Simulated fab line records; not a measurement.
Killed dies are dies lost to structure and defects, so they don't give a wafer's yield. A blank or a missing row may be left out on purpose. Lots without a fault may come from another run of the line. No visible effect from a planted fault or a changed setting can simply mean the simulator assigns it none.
fab line records	flow sky130
record lots=14	wafers=42	last_day=50
route steps=708 shown CONTACT@415
lots that met no fault: from a run of the same line without faults
start_h: hours from the record's opening day to when the first of the lot's shown wafers began	wait_h: how many hours have passed since the lot's step before this one	" unchanged from the row above	L1.1+2: a row that stands for several wafers	- no value, or no start given	* or withheld: withheld	< > ~ a bound
route shown NAME@n: names a module that has steps shown in the file, with the first one's number in the route	usual: mean and standard deviation over wafers with no fault	same: alike in all rows	chamber/n: place in a boat	sites: readings site by site	_std_site: their standard deviation	_edge_site: outer sites' mean less inner sites'	radius_mm: how far each site lies from the wafer's centre	mask NAME#n: copy n	behind: tool/chamber where the wafer was last shaped	hold: reason for holding the lot/hours on hold/outcome of the hold	device: the n, p or np transistor that did not switch	end of line: the route-end tests of the same wafers	for a step that has no rows: nothing shown but its recipe	killed: not the wafer's yield, but the dies lost to structure and defects at the first sort	map: dies across one wafer; x = killed, . = not, _ = none there
set.NAME: the run value of the setting; set.NAME@STEP: its run value at that earlier step	model.NAME: the simulator's own value behind a step, which no gauge read
steps of the route over a sample of lots; a table a step, a row a wafer
services: when a tool's chamber went out of use (start_h, in hours from the record's first day, below 0 if earlier), for how many hours, and the reason
## steps
# step SKY_CONTACT_COAT_09
# recipe resist=KrF-thick	spin_rpm=3000	resist_thk_nm=450
lot.wafer	tool	chamber	start_h	wait_h
L397.2+5+6	litho_track-04	0	723	-
L396.1+3+5	litho_track-02	0	724	-
L401.1+2+4	litho_track-02	0	761	-
L404.1+3+4	litho_track-03	0	788	-
L405.1+5+6	litho_track-03	0	799	-
L407.2+3+6	litho_track-03	0	804	-
L410.1+4+6	litho_track-03	0	825	-
L411.2+3+5	litho_track-02	0	836	-
L412.1+5+6	litho_track-02	0	842	-
L414.2+4+5	litho_track-02	0	861	-
L416.1+4+5	litho_track-02	0	872	-
L417.2+3+5	litho_track-03	0	879	-
L418.1+3+5	litho_track-04	0	880	-
L419.1+2+6	litho_track-04	0	890	-
# step SKY_CONTACT_STRIP_19
# recipe chemistry=O2/N2	power_w=1400	pressure_mtorr=1500	platen_temp_c=withheld	o2_flow_sccm=3000	n2_flow_sccm=300	overash_fraction=0.5
# usual drypump_motor_current_A=5.8/0.6	o2_flow_sccm=3001/8.2	oes_product_au=0.381/0.0044	strip_time_to_endpoint_s=3.64/0.034
# same overash_fraction=0.5
lot.wafer	tool	chamber	start_h	wait_h	drypump_motor_current_A	o2_flow_sccm	oes_product_au	rf_hours_counter_h	strip_time_to_endpoint_s
L397.2	plasma_asher-04	1	737.37	-	6.6	2997	0.383	29	3.65
L397.5	"	0	"	"	6.4	2992	0.378	-	3.65
L397.6	"	1	"	"	6.6	3007	0.382	-	3.62
L396.1	plasma_asher-02	0	738.71	-	5.0	2992	0.379	95	3.59
L396.3	"	0	"	"	5.0	3004	0.384	-	3.67
L396.5	"	0	"	"	5.0	2990	0.382	-	3.65
L401.1	plasma_asher-01	1	775.10	-	5.3	3005	0.383	3	3.61
L401.2	"	0	"	"	6.3	2996	0.391	3	3.66
L401.4	"	1	"	"	5.4	2996	0.376	-	3.63
L404.1	plasma_asher-01	1	802.96	-	5.3	3004	0.378	6	3.70
L404.3	"	1	"	"	5.3	2998	0.382	-	3.60
L404.4	"	0	"	"	6.4	3000	0.383	-	3.66
L405.1	plasma_asher-01	1	812.40	-	5.3	2993	0.381	7	3.59
L405.5	"	1	"	"	5.4	3002	0.375	-	3.61
L405.6	"	0	"	"	6.3	3010	0.379	-	3.60
L407.2	plasma_asher-02	1	817.35	-	5.6	3005	0.403	103	4.11
L407.3	"	1	"	"	5.6	3004	0.397	-	4.16
L407.6	"	1	"	"	5.6	3004	0.402	-	4.09
L410.1	plasma_asher-04	1	839.06	-	6.6	3006	0.400	40	4.10
L410.4	"	1	"	"	6.6	3019	0.399	-	4.17
L410.6	"	1	"	"	6.6	3010	0.398	-	4.19
L411.2	plasma_asher-02	1	850.55	-	5.6	3002	0.386	106	3.63
L411.3	"	1	"	"	5.6	2990	0.379	-	3.63
L411.5	"	0	"	"	5.0	3014	0.378	-	3.61
L412.1	plasma_asher-02	0	856.52	-	5.0	2998	0.383	107	3.67
L412.5	"	0	"	"	5.0	2989	0.377	-	3.58
L412.6	"	1	"	"	5.6	2997	0.381	-	3.68
L414.2	plasma_asher-01	1	875.61	-	5.4	2990	0.378	14	3.67
L414.4	"	1	"	"	5.3	3004	0.389	-	3.66
L414.5	"	1	"	"	5.4	3012	0.383	-	3.72
L416.1	plasma_asher-02	0	886.77	-	5.0	2999	0.374	110	3.65
L416.4	"	1	"	"	5.6	3012	0.383	-	3.67
L416.5	"	1	"	"	5.6	2997	0.376	-	3.59
L417.2	plasma_asher-01	1	892.80	-	5.4	2985	0.374	15	3.64
L417.3	"	0	"	"	6.3	3007	0.377	-	3.69
L417.5	"	1	"	"	5.4	3010	0.380	-	3.69
L418.1	plasma_asher-04	1	893.77	-	6.6	3002	0.383	44	3.62
L418.3	"	1	"	"	6.6	2995	0.388	-	3.66
L418.5	"	1	"	"	6.6	3006	0.378	-	3.57
L419.1	plasma_asher-02	0	904.05	-	4.9	3002	0.388	112	3.68
L419.2	"	1	"	"	5.6	3000	0.382	112	3.65
L419.6	"	0	"	"	5.0	3002	0.381	-	3.67
## services
tool	chamber	start_h	hours	kind
litho_track-04	-	702.73	-	consumable_replace:filter
plasma_asher-04	-	718.23	3.0	repair
plasma_asher-01	-	733.75	9.0	pm
plasma_asher-01	0	733.75	9.0	vent_cycle
plasma_asher-01	1	733.75	9.0	vent_cycle
plasma_asher-01	0	742.75	-	clean
plasma_asher-01	1	742.75	-	clean
plasma_asher-01	-	761.12	1.5	repair
plasma_asher-04	-	846.56	14.6	pm
## key
first_sign step=SKY_CONTACT_STRIP_19	reading=strip_time_to_endpoint_s	direction=up	sigmas=15	usual=*	struck=*	through=*
effect step=SKY_CONTACT_STRIP_19	reading=oes_product_au	direction=up	sigmas=4.2	usual=0.381	struck=0.400	through=control_loop
met_at SKY_CONTACT_COAT_09
struck_lots L407,L410
tester_left_out L407,L410
loop_trim step=SKY_CONTACT_EXPOSE_11	setting=dose	lots=L410
onset_between 799 804
fault kind=process_parameter_drift	tool=litho_track-03	chamber=-	onset_h=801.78	steps=SKY_CONTACT_COAT_09	channel=resist_thk_nm	offset=47.78	shape=step	end_h=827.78	acts_in=these_recipes_only	stated=450
# tester_left_out: of these lots the tester's yield and bins aren't shown, on N5 and GAA mostly nor the transistor test; their killed dies are dies lost to structure and defects alone, not to doping, threshold or leakage, so they don't give the yield
# loop_trim: a control loop set the setting to another value than it would have without faults
